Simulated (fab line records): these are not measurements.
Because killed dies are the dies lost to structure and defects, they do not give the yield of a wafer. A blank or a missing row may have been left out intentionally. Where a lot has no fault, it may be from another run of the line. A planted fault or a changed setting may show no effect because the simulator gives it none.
Struck lot and sound lot, side by side	flow sky130	22 out of 708 route steps
Sound: wafers L617.1, L617.2, L617.3. The struck wafers were L623.1, L623.2, L623.5. At the end, the cause is stated.
Order at every step that has rows: each side's tool, ch and its chambers, its first start. Under that, the readings that differ: sound wafers	struck wafers	difference of the means	sigmas: that difference in standard deviations of wafers without a fault.
alike: a reading whose means differ by less than 2 such deviations, as well as words and numbers matching on both sides. not compared: withheld readings; readings where some wafer has no value; bounds like >300 that might hide an equal value; numbers whose values overlap and for which the record gives no deviation.
A row with sigmas, a row that says differs or no value, or rows on one side alone: a step with any of these is where the two part. Non-overlapping numbers with no deviation appear without sigmas and do not part them. A reading missing from all wafers of one side parts the sides only when that side holds two or more wafers.

first, 4 steps without rows for these wafers: SKY_VT_ADJUST_LVTN_SOFTBAKE_14 (time 60 s); SKY_VT_ADJUST_LVTN_EXPOSE_15 (exposes mask HVN STD DERIVED, target cd 600 nm); SKY_VT_ADJUST_LVTN_PEB_16; SKY_VT_ADJUST_LVTN_DEVELOP_17 (develop time 60 s).
SKY_VT_ADJUST_LVTN_OVL_MEAS_18:
  sound: overlay-01 at day 10 01:45; struck: overlay-01 at day 11 13:15
  alike: VT_ADJUST_LVTN_01_OVL
next, for these wafers, 1 step has no rows: SKY_VT_ADJUST_LVTN_IMPLANT_19.
SKY_VT_ADJUST_LVTN_STRIP_20: strips in O2/N2.
  sound on plasma asher-01 ch 0,1, day 10 01:56; struck on plasma asher-01 ch 0,1, day 11 13:26
  alike: drypump motor current A, oes product au, strip time to endpoint s
  not compared: rf hours counter h
SKY_VT_ADJUST_LVTN_TW_MEAS_21:
  sound: film metro-02 at day 10 02:02; struck: film metro-02 at day 11 13:32
  alike: VT_ADJUST_LVTN_2_TW
then, 4 steps without rows for these wafers: SKY_VT_ADJUST_NCORE_DEHYDRATE_00 (time 60 s); SKY_VT_ADJUST_NCORE_HMDS_01 (prime time 60 s); SKY_VT_ADJUST_NCORE_COAT_02 (resist thk 1140 nm); SKY_VT_ADJUST_NCORE_SOFTBAKE_03 (time 60 s).
SKY_VT_ADJUST_NCORE_EXPOSE_04: exposes mask LVTN COMPLEMENT THIN, target cd 380 nm.
  sound on iline stepper-01 ch 0, day 10 13:34; struck on iline stepper-02 ch 0, day 12 01:31
reading	sound	struck	difference	sigmas
mask	LVTN_COMPLEMENT_THIN#0 LVTN_COMPLEMENT_THIN#0 LVTN_COMPLEMENT_THIN#0	HVN_STD_DERIVED#0 HVN_STD_DERIVED#0 HVN_STD_DERIVED#0	differs	
  alike: focus offset nm
then, 2 steps without rows for these wafers: SKY_VT_ADJUST_NCORE_PEB_05; SKY_VT_ADJUST_NCORE_DEVELOP_06 (develop time 60 s).
SKY_VT_ADJUST_NCORE_CD_MEAS_07: target cd 380 nm.
  sound: cd sem-02 at day 11 00:50; struck: cd sem-01 at day 12 13:26
reading	sound	struck	difference	sigmas
cd nm (nm)	384.3 383.9 380.9	- - -	no value on the struck wafers	
SKY_VT_ADJUST_NCORE_OVL_MEAS_08:
  sound: overlay-01 at day 11 00:57; struck: overlay-02 at day 12 13:33
reading	sound	struck	difference	sigmas
VT_ADJUST_NCORE_OVL (nm)	0.8 -0.3 1.9	- - -	no value on the struck wafers	
next, for these wafers, 1 step has no rows: SKY_VT_ADJUST_NCORE_IMPLANT_09.
SKY_VT_ADJUST_NCORE_STRIP_10: strips in O2/N2.
  sound on plasma asher-03 ch 0,1, day 11 01:08; struck on plasma asher-01 ch 0,1, day 12 13:44
  alike: drypump motor current A, oes product au, strip time to endpoint s
  not compared: rf hours counter h
SKY_VT_ADJUST_NCORE_TW_MEAS_11:
  sound: film metro-03 at day 11 01:14; struck: film metro-03 at day 12 13:50
reading	sound	struck	difference	sigmas
VT_ADJUST_NCORE_TW	216.9 216.9 215.0	29.7 29.7 29.8	-186.5	-99 or more
then, 1 step without rows for these wafers: SKY_VT_ADJUST_HVTR_DEHYDRATE_00 (time 60 s).
-- the record jumps here: 37 days lie between the struck wafers' starts before and after (it left off in module VT_ADJUST_HVTR and takes up again in module PAD_OPEN, whose first step shown is number 708 of the route) --
SKY_PAD_OPEN_PROBE_99:
  sound: prober-02 at day 47 22:24; struck: prober-02 at day 49 02:06
reading	sound	struck	difference	sigmas
model.etest.pfet_16v.r on ohm um	1.503e+04 1.544e+04 1.508e+04	1.692e+04 1.664e+04 1.682e+04	+1.610e+03	
model.etest.nfet_16v.r on ohm um	1.418e+04 1.425e+04 1.416e+04	1.268e+04 1.246e+04 1.254e+04	-1.637e+03	
model.etest.pfet g5v0d10v5.r on ohm um	4752 4850 4805	6208 6129 6175	+1368	
model.etest.tip p.rs ohm sq	6859 6947 6898	7854 7816 7819	+928	
model.etest.pfet_01v8.r on ohm um	2814 3005 2932	3448 3385 3459	+514	
model.etest.tip_p_5v.rs ohm sq	2857 2867 2876	3097 3105 3095	+232	
model.etest.pfet g5v0d10v5.drive ua um	344.3 331.1 339.3	237.9 241.5 237.8	-99.2	
model.etest.nfet_01v8.drive ua um	506.9 486.1 504.4	590.6 604.4 589.2	+95.6	

## WHERE THEY PART
At SKY_VT_ADJUST_NCORE_EXPOSE_04 first; at SKY_VT_ADJUST_NCORE_TW_MEAS_11 last (within this record only).

WHY: what had been put in by the simulator
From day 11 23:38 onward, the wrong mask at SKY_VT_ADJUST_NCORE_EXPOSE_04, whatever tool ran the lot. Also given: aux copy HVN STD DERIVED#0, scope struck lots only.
